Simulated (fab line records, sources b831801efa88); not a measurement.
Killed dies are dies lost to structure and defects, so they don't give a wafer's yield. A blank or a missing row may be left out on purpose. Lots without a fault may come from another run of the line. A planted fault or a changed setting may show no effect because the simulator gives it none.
fab line records | flow sky130
record lots=14 wafers=42 last_day=50
route steps=708 shown CONTACT@430 METAL1@436
lots that met no fault: from a run of the same line without faults
start_h: hours from the record's first day to the start of the lot's first wafer shown | wait_h: hours since the lot's step before | " the same as in the row above | L1.1+2: a row that stands for several wafers | - no value, or no start given | * or withheld: withheld | < > ~ a bound
route shown NAME@n: a module of which the file shows steps, and the number in the route of the first | usual: mean/standard deviation of fault-free wafers | same: alike in all rows | chamber/n: place in a boat | sites: the reading at each site | _std_site: their standard deviation | _edge_site: outer sites' mean less inner sites' | radius_mm: how far each site lies from the wafer's centre | mask NAME#n: copy n | behind: the tool/chamber that last shaped the wafer | hold: why the lot was held/for how many hours/how that ended | device: the transistor (n, p or np) that didn't switch | end of line: the same wafers' tests at the end of the route | a step without rows: its recipe alone | killed: dies lost to structure and defects at the first sort, not the wafer's yield | map: a wafer's dies, x killed, . not, _ none there
set.NAME: the setting as run; set.NAME@STEP: as run at that earlier step | model.NAME: the simulator's own value behind a step, which no gauge read
steps of the route over a sample of lots; a table a step, a row a wafer
services: from which hour (start_h, from the record's first day; less than 0 if before it) a tool's chamber was out of use, for how many hours, and why
## steps
# step SKY_CONTACT_CVD_24
# recipe material=W target_thk_nm=340 time_s=102.12 temp_c=400 pressure_torr=40
# usual heater_power_w=886/62
# columns lot.wafer tool chamber start_h wait_h heater_power_w
L435.1 cvd_w-01 1 731.53 0.0 877
L435.3 " 0 " " 929
L435.4 " 1 " " 896
L438.1 cvd_w-02 0 756.88 0.0 947
L438.5 " 0 " " 929
L438.6 " 1 " " 779
L442.1 cvd_w-01 0 791.14 0.0 932
L442.3 " 1 " " 902
L442.4 " 0 " " 937
L444.2 cvd_w-02 0 816.80 0.0 953
L444.3 " 0 " " 937
L444.4 " 1 " " 793
L445.2 cvd_w-02 1 825.27 0.0 794
L445.4 " 0 " " 936
L445.5 " 1 " " 771
L447.2 cvd_w-01 0 825.54 0.0 921
L447.4 " 1 " " 877
L447.5 " 0 " " 921
L448.1 cvd_w-01 0 842.57 0.0 919
L448.3 " 1 " " 908
L448.5 " 1 " " 878
L449.3 cvd_w-01 0 850.36 0.1 915
L449.4 " 1 " " 890
L449.5 " 0 " " 915
L451.2 cvd_w-01 1 863.78 0.0 873
L451.3 " 1 " " 885
L451.6 " 0 " " 917
L452.1 cvd_w-02 0 870.88 0.0 968
L452.4 " 0 " " 914
L452.5 " 0 " " 938
L453.3 cvd_w-02 0 876.43 0.1 967
L453.4 " 1 " " 781
L453.5 " 1 " " 779
L455.1 cvd_w-02 1 882.14 0.0 787
L455.5 " 1 " " 798
L455.6 " 0 " " 943
L456.1 cvd_w-02 1 888.78 0.0 780
L456.3 " 1 " " 784
L456.4 " 0 " " 954
L458.2 cvd_w-01 0 916.53 0.0 927
L458.4 " 0 " " 932
L458.6 " 1 " " 908
# step SKY_METAL1_SPUTTER_02
# recipe material=AlCu target_thk_nm=250 power_w=10600 time_s=13.3 chamber_pressure_pa=0.4
# usual throttle_valve_pct=30.5/1.2
# columns lot.wafer tool chamber start_h wait_h throttle_valve_pct
L435.1 pvd_sputter-03 - 732.17 0.0 31.2
L435.3 " - " " 29.8
L435.4 " - " " 31.5
L438.1 pvd_sputter-01 - 757.51 0.0 32.7
L438.5 " - " " 30.2
L438.6 " - " " 31.4
L442.1 pvd_sputter-03 - 791.78 0.0 31.7
L442.3 " - " " 29.5
L442.4 " - " " 31.1
L444.2 pvd_sputter-03 - 817.64 0.0 29.5
L444.3 " - " " 29.6
L444.4 " - " " 31.3
L445.2 pvd_sputter-01 - 826.07 0.0 32.7
L445.4 " - " " 28.8
L445.5 " - " " 31.5
L447.2 pvd_sputter-02 - 826.37 0.0 28.6
L447.4 " - " " 31.2
L447.5 " - " " 31.2
L448.1 pvd_sputter-02 - 843.20 0.0 28.6
L448.3 " - " " 31.5
L448.5 " - " " 30.0
L449.3 pvd_sputter-02 - 850.96 0.0 30.2
L449.4 " - " " 28.5
L449.5 " - " " 31.2
L451.2 pvd_sputter-02 - 864.41 0.0 31.6
L451.3 " - " " 28.3
L451.6 " - " " 31.4
L452.1 pvd_sputter-02 - 871.52 0.0 28.5
L452.4 " - " " 31.4
L452.5 " - " " 31.3
L453.3 pvd_sputter-02 - 877.03 0.0 30.0
L453.4 " - " " 28.5
L453.5 " - " " 29.9
L455.1 pvd_sputter-02 - 882.77 0.0 28.3
L455.5 " - " " 28.6
L455.6 " - " " 29.9
L456.1 pvd_sputter-02 - 889.42 0.0 31.4
L456.3 " - " " 28.5
L456.4 " - " " 29.8
L458.2 pvd_sputter-01 - 917.17 0.0 32.8
L458.4 " - " " 31.2
L458.6 " - " " 31.6
# step SKY_METAL1_SPUTTER_04
# recipe material=TiN target_thk_nm=70 power_w=6500 time_s=58.3 chamber_pressure_pa=0.4
# usual throttle_valve_pct=30.4/1.2
# columns lot.wafer tool chamber start_h wait_h throttle_valve_pct
L435.1 pvd_sputter-03 - 732.21 0.0 31.4
L435.3 " - " " 30.0
L435.4 " - " " 31.5
L438.1 pvd_sputter-01 - 757.56 0.0 32.5
L438.5 " - " " 30.3
L438.6 " - " " 31.3
L442.1 pvd_sputter-03 - 791.82 0.0 31.4
L442.3 " - " " 29.8
L442.4 " - " " 31.3
L444.2 pvd_sputter-03 - 817.68 0.0 29.8
L444.3 " - " " 29.5
L444.4 " - " " 31.3
L445.2 pvd_sputter-01 - 826.11 0.0 32.6
L445.4 " - " " 28.6
L445.5 " - " " 31.3
L447.2 pvd_sputter-02 - 826.41 0.0 28.5
L447.4 " - " " 31.0
L447.5 " - " " 31.2
L448.1 pvd_sputter-02 - 843.25 0.0 28.5
L448.3 " - " " 31.3
L448.5 " - " " 30.1
L449.3 pvd_sputter-02 - 851.00 0.0 30.0
L449.4 " - " " 28.5
L449.5 " - " " 31.2
L451.2 pvd_sputter-02 - 864.46 0.0 31.6
L451.3 " - " " 28.4
L451.6 " - " " 31.3
L452.1 pvd_sputter-02 - 871.56 0.0 28.7
L452.4 " - " " 31.2
L452.5 " - " " 31.5
L453.3 pvd_sputter-02 - 877.08 0.0 29.8
L453.4 " - " " 28.6
L453.5 " - " " 29.8
L455.1 pvd_sputter-02 - 882.82 0.0 28.4
L455.5 " - " " 28.6
L455.6 " - " " 29.9
L456.1 pvd_sputter-02 - 889.46 0.0 31.3
L456.3 " - " " 28.9
L456.4 " - " " 29.9
L458.2 pvd_sputter-01 - 917.21 0.0 32.9
L458.4 " - " " 31.3
L458.6 " - " " 31.3
# step SKY_METAL1_ETCH_18
# recipe chemistry=N2/H2 target=BARC ion_energy_ev=200 bias_w=100 pressure_mtorr=30 n2_flow_sccm=100 h2_flow_sccm=200 icp_w=500 stop_on=SiO2 time_s=45.9 target_depth_a=600
# usual bias_w=100.0/0.31 chamber_pressure_mTorr=29.99/0.051 drypump_motor_current_A=6.16/0.19 he_backside_leak_sccm=3.46/0.15 oes_product_au=0.855/0.0044 throttle_valve_pct=13.225/0.0086
# columns lot.wafer tool chamber start_h wait_h bias_w chamber_pressure_mTorr drypump_motor_current_A he_backside_leak_sccm oes_product_au rf_hours_counter_h throttle_valve_pct
L435.1 rie_metal-03 1 760.17 0.0 100.3 29.99 6.24 3.12 0.850 7 13.216
L435.3 " 0 " " 100.3 29.99 6.07 3.44 0.852 - 13.226
L435.4 " 1 " " 100.4 30.04 6.24 3.44 0.856 - 13.221
L438.1 rie_metal-03 1 783.90 0.0 99.7 30.00 6.22 3.29 0.853 8 13.223
L438.5 " 1 " " 100.0 30.03 6.17 3.49 0.856 - 13.223
L438.6 " 0 " " 99.9 29.99 6.03 3.48 0.853 - 13.221
L442.1 rie_metal-01 1 818.67 0.0 99.9 30.01 6.01 3.54 0.862 17 13.241
L442.3 " 1 " " 99.7 29.99 6.00 3.47 0.854 - 13.233
L442.4 " 0 " " 100.1 29.97 6.11 3.25 0.860 - 13.228
L444.2 rie_metal-01 0 844.03 0.1 100.4 30.02 6.09 3.52 0.851 - 13.227
L444.3 " 0 " " 100.0 29.99 6.07 3.55 0.855 - 13.216
L444.4 " 0 " " 100.1 29.98 6.07 3.58 0.858 - 13.234
L445.2 rie_metal-01 0 852.40 0.1 - - - - - - -
L445.4 " 0 " " - - - - - - -
L445.5 " 0 " " - - - - - - -
L447.2 rie_metal-03 0 853.30 0.0 - - - - - - -
L447.4 " 1 " " - - - - - - -
L447.5 " 1 " " - - - - - - -
L448.1 rie_metal-04 0 869.95 0.0 99.8 30.03 6.61 3.44 0.853 11 13.230
L448.3 " 1 " " 99.6 29.98 6.03 3.45 0.846 - 13.242
L448.5 " 0 " " 99.9 29.94 6.62 3.59 0.853 - 13.230
L449.3 rie_metal-03 1 877.59 0.0 100.1 30.00 6.28 3.49 0.855 - 13.225
L449.4 " 0 " " 99.6 29.97 6.05 3.40 0.863 - 13.236
L449.5 " 0 " " 99.5 29.96 6.03 3.56 0.856 - 13.234
L451.2 rie_metal-04 1 891.10 0.0 100.2 30.06 6.02 3.59 0.861 4 13.230
L451.3 " 1 " " 100.4 30.01 5.99 3.42 0.858 - 13.205
L451.6 " 0 " " 99.8 29.99 6.60 3.47 0.857 - 13.230
L452.1 rie_metal-03 0 897.87 0.0 100.0 30.02 6.05 3.48 0.854 15 13.225
L452.4 " 0 " " 99.6 29.98 6.03 3.03 0.852 - 13.222
L452.5 " 0 " " 99.7 29.96 6.04 3.27 0.857 - 13.217
L453.3 rie_metal-04 1 903.19 0.0 100.1 30.00 5.98 3.51 0.853 - 13.237
L453.4 " 0 " " 99.9 30.04 6.61 3.56 0.860 - 13.240
L453.5 " 0 " " 100.4 29.96 6.64 3.47 0.853 - 13.222
L455.1 rie_metal-03 1 908.90 0.0 100.1 30.03 6.28 3.36 0.856 13 13.220
L455.5 " 1 " " 99.4 29.98 6.26 3.53 0.849 - 13.241
L455.6 " 0 " " 100.0 29.98 6.04 3.46 0.858 - 13.237
L456.1 rie_metal-01 0 914.80 0.0 99.6 29.99 6.07 3.33 0.852 6 13.219
L456.3 " 0 " " 100.1 29.95 6.10 3.38 0.850 - 13.230
L456.4 " 1 " " 99.8 30.00 6.01 3.63 0.859 - 13.245
L458.2 rie_metal-01 1 941.35 0.0 99.8 30.01 6.02 3.46 0.856 4 13.218
L458.4 " 0 " " 99.8 30.02 6.06 3.54 0.853 - 13.230
L458.6 " 1 " " 100.0 30.00 5.99 3.51 0.850 - 13.223
# step SKY_METAL1_METAL_ETCH_19
# recipe target_depth_a=3600 stop_on=SiO2 over_etch_frac=0.3 time_s=78 chemistry=Cl2/BCl3 resist_sidewall_deg=88 pressure_mtorr=10 icp_w=900 bias_w=48.5 Cl2_flow_sccm=60 bcl3_flow_sccm=30
# usual bcl3_flow_sccm=30.02/0.083 bias_w=48.50/0.15 drypump_motor_current_A=6.15/0.2 he_backside_leak_sccm=3.50/0.29 oes_product_au=0.855/0.0063 throttle_valve_pct=22.264/0.0095
# columns lot.wafer tool chamber start_h wait_h bcl3_flow_sccm bias_w drypump_motor_current_A he_backside_leak_sccm oes_product_au rf_hours_counter_h throttle_valve_pct
L435.1 rie_metal-03 1 760.23 0.0 30.04 48.29 6.24 3.41 0.865 7 22.264
L435.3 " 0 " " 30.00 48.33 6.04 3.43 0.862 - 22.264
L435.4 " 1 " " 30.05 48.35 6.24 3.90 0.858 - 22.262
L438.1 rie_metal-03 1 783.96 0.0 30.03 48.51 6.24 3.62 0.844 8 22.265
L438.5 " 1 " " 30.06 48.45 6.22 3.75 0.848 - 22.266
L438.6 " 0 " " 30.09 48.37 6.06 3.56 0.846 - 22.276
L442.1 rie_metal-01 1 818.74 0.0 30.06 48.49 5.97 3.62 0.843 17 22.264
L442.3 " 1 " " 29.94 48.41 6.00 3.88 0.849 - 22.253
L442.4 " 0 " " 29.98 48.61 6.11 3.39 0.856 - 22.268
L444.2 rie_metal-01 0 844.16 0.1 30.16 48.43 6.10 3.41 0.860 - 22.252
L444.3 " 0 " " 30.06 48.54 6.13 3.53 0.855 - 22.274
L444.4 " 0 " " 30.00 48.38 6.08 3.54 0.859 - 22.265
L445.2 rie_metal-01 0 852.54 0.1 29.97 48.59 6.06 3.51 0.373 - 22.255
L445.4 " 0 " " 30.07 48.29 6.09 3.49 0.376 - 22.262
L445.5 " 0 " " 29.95 48.50 6.07 3.56 0.364 - 22.257
L447.2 rie_metal-03 0 853.36 0.0 29.97 48.54 6.02 3.56 0.381 14 22.267
L447.4 " 1 " " 29.87 48.56 6.29 3.31 0.373 - 22.263
L447.5 " 1 " " 29.87 48.44 6.24 3.61 0.374 - 22.251
L448.1 rie_metal-04 0 870.01 0.0 29.87 48.51 6.57 3.69 0.860 11 22.258
L448.3 " 1 " " 30.11 48.66 6.03 3.60 0.846 - 22.248
L448.5 " 0 " " 30.08 48.51 6.58 3.47 0.852 - 22.274
L449.3 rie_metal-03 1 877.67 0.1 30.21 48.38 6.27 3.56 0.862 - 22.260
L449.4 " 0 " " 29.99 48.23 6.03 3.42 0.860 - 22.260
L449.5 " 0 " " 30.04 48.43 6.03 3.49 0.857 - 22.265
L451.2 rie_metal-04 1 891.16 0.0 29.94 48.45 6.02 3.49 0.851 4 22.265
L451.3 " 1 " " 30.00 48.59 6.01 3.60 0.854 - 22.253
L451.6 " 0 " " 30.00 48.44 6.60 3.39 0.863 - 22.250
L452.1 rie_metal-03 0 897.93 0.0 30.07 48.55 6.04 3.23 0.849 15 22.263
L452.4 " 0 " " 30.01 48.66 6.01 3.18 0.859 - 22.256
L452.5 " 0 " " 30.03 48.34 6.03 3.33 0.851 - 22.266
L453.3 rie_metal-04 1 903.26 0.1 29.99 48.56 6.02 3.48 0.865 - 22.240
L453.4 " 0 " " 29.99 48.86 6.61 3.52 0.855 - 22.276
L453.5 " 0 " " 30.07 48.61 6.61 3.42 0.869 - 22.251
L455.1 rie_metal-03 1 908.96 0.0 29.97 48.76 6.24 3.61 0.857 13 22.268
L455.5 " 1 " " 30.07 48.35 6.24 3.73 0.850 - 22.274
L455.6 " 0 " " 30.00 48.74 6.05 3.47 0.858 - 22.283
L456.1 rie_metal-01 0 914.86 0.0 30.09 48.37 6.12 3.46 0.841 6 22.261
L456.3 " 0 " " 30.09 48.21 6.11 3.55 0.841 - 22.273
L456.4 " 1 " " 29.96 48.39 5.98 3.31 0.855 - 22.269
L458.2 rie_metal-01 1 941.41 0.0 29.90 48.67 5.99 3.63 0.856 4 22.255
L458.4 " 0 " " 29.89 48.30 6.10 3.48 0.851 - 22.243
L458.6 " 1 " " 29.99 48.74 5.98 3.70 0.850 - 22.263
# step SKY_METAL1_STRIP_20
# recipe chemistry=O2/N2 power_w=1400 pressure_mtorr=1500 platen_temp_c=withheld o2_flow_sccm=3000 n2_flow_sccm=300 overash_fraction=0.5
# usual drypump_motor_current_A=6.0/0.35 oes_product_au=0.343/0.0049 strip_time_to_endpoint_s=2.70/0.056
# columns lot.wafer tool chamber start_h wait_h drypump_motor_current_A oes_product_au rf_hours_counter_h strip_time_to_endpoint_s
L435.1 plasma_asher-04 1 760.32 0.1 6.2 0.337 33 2.59
L435.3 " 0 " " 6.5 0.348 - 2.72
L435.4 " 1 " " 6.2 0.337 - 2.56
L438.1 plasma_asher-04 1 784.05 0.1 6.2 0.346 35 2.67
L438.5 " 0 " " 6.5 0.341 - 2.65
L438.6 " 1 " " 6.2 0.338 - 2.79
L442.1 plasma_asher-04 1 818.83 0.1 6.2 0.341 38 2.67
L442.3 " 1 " " 6.2 0.347 - 2.71
L442.4 " 0 " " 6.5 0.343 - 2.74
L444.2 plasma_asher-04 0 844.31 0.1 6.5 0.341 41 2.72
L444.3 " 0 " " 6.4 0.347 - 2.72
L444.4 " 1 " " 6.2 0.347 - 2.75
L445.2 plasma_asher-02 1 852.69 0.1 5.7 0.364 99 3.18
L445.4 " 0 " " 5.6 0.371 - 3.19
L445.5 " 0 " " 5.7 0.361 - 3.20
L447.2 plasma_asher-04 1 853.45 0.1 6.2 0.361 42 3.24
L447.4 " 0 " " 6.4 0.355 - 3.09
L447.5 " 1 " " 6.2 0.356 - 3.12
L448.1 plasma_asher-02 0 870.10 0.1 5.6 0.334 101 2.67
L448.3 " 0 " " 5.6 0.344 - 2.73
L448.5 " 0 " " 5.6 0.340 - 2.69
L449.3 plasma_asher-04 1 877.76 0.1 6.2 0.345 - 2.65
L449.4 " 0 " " 6.5 0.339 - 2.75
L449.5 " 1 " " 6.2 0.341 - 2.75
L451.2 plasma_asher-04 0 891.25 0.1 6.5 0.348 45 2.69
L451.3 " 0 " " 6.5 0.339 - 2.69
L451.6 " 1 " " 6.2 0.344 - 2.66
L452.1 plasma_asher-03 1 898.02 0.1 5.4 0.346 80 2.75
L452.4 " 0 " " 5.7 0.343 - 2.72
L452.5 " 0 " " 5.8 0.352 - 2.76
L453.3 plasma_asher-03 0 903.36 0.1 5.8 0.341 - 2.72
L453.4 " 1 " " 5.5 0.339 - 2.64
L453.5 " 0 " " 5.8 0.347 - 2.68
L455.1 plasma_asher-03 1 909.05 0.1 5.5 0.334 81 2.56
L455.5 " 0 " " 5.7 0.340 - 2.61
L455.6 " 1 " " 5.5 0.348 - 2.73
L456.1 plasma_asher-02 0 914.95 0.1 5.7 0.346 105 2.71
L456.3 " 0 " " 5.6 0.340 - 2.70
L456.4 " 1 " " 5.8 0.338 - 2.67
L458.2 plasma_asher-02 1 941.50 0.1 5.8 0.352 109 2.71
L458.4 " 0 " " 5.6 0.341 - 2.74
L458.6 " 0 " " 5.6 0.343 - 2.70
## services
# columns tool chamber start_h hours kind
rie_metal-04 - 715.06 14.6 pm
cvd_w-01 - 722.39 2.5 repair
plasma_asher-04 - 729.52 6.2 repair
rie_metal-04 - 730.96 0.4 repair
plasma_asher-04 - 731.12 1.5 repair
rie_metal-01 1 737.83 6.8 repair
pvd_sputter-03 - 739.85 7.9 repair
pvd_sputter-02 - 745.38 4.1 repair
rie_metal-01 0 758.57 5.9 repair
plasma_asher-04 - 759.80 0.3 repair
rie_metal-04 1 777.11 13.6 repair
rie_metal-01 - 788.56 2.8 pm
plasma_asher-03 - 794.89 1.0 repair
pvd_sputter-03 - 796.67 6.1 repair
cvd_w-02 1 798.25 3.5 repair
plasma_asher-02 - 872.48 3.7 repair
cvd_w-02 - 872.98 2.8 pm
rie_metal-04 - 886.05 0.5 repair
pvd_sputter-03 - 900.76 2.5 repair
cvd_w-02 - 904.00 14.0 pm
plasma_asher-02 - 912.93 1.5 repair
pvd_sputter-02 - 914.11 4.6 repair
plasma_asher-03 - 917.47 2.8 pm
plasma_asher-04 - 928.03 14.6 pm
## key
first_sign step=SKY_METAL1_ETCH_18 reading=tool_record direction=missing
effect step=SKY_METAL1_METAL_ETCH_19 reading=oes_product_au direction=down sigmas=76 usual=0.855 struck=0.374
effect step=SKY_METAL1_STRIP_20 reading=strip_time_to_endpoint_s direction=up sigmas=8.4 usual=* struck=*
met_at SKY_METAL1_ETCH_18
struck_lots L445,L447
later_rows_left_out L445.2,L445.4,L445.5,L447.2,L447.4,L447.5
sort_left_out L445.2,L445.4,L445.5,L447.2,L447.4,L447.5
not_acting_at SKY_CONTACT_CVD_24,SKY_METAL1_SPUTTER_02,SKY_METAL1_SPUTTER_04
onset_between 844.03 852.40
fault kind=skipped_step_whole tool=rie_metal-01,rie_metal-03 chamber=- onset_h=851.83 steps=SKY_METAL1_ETCH_18 scope=struck_lots_only
# sort_left_out: the simulated sort isn't trusted on such a fault, so these wafers' sort isn't shown, and their yield isn't known
# later_rows_left_out: the simulator's readings of these wafers behind a module that went badly wrong aren't trusted and aren't shown, but for the sort
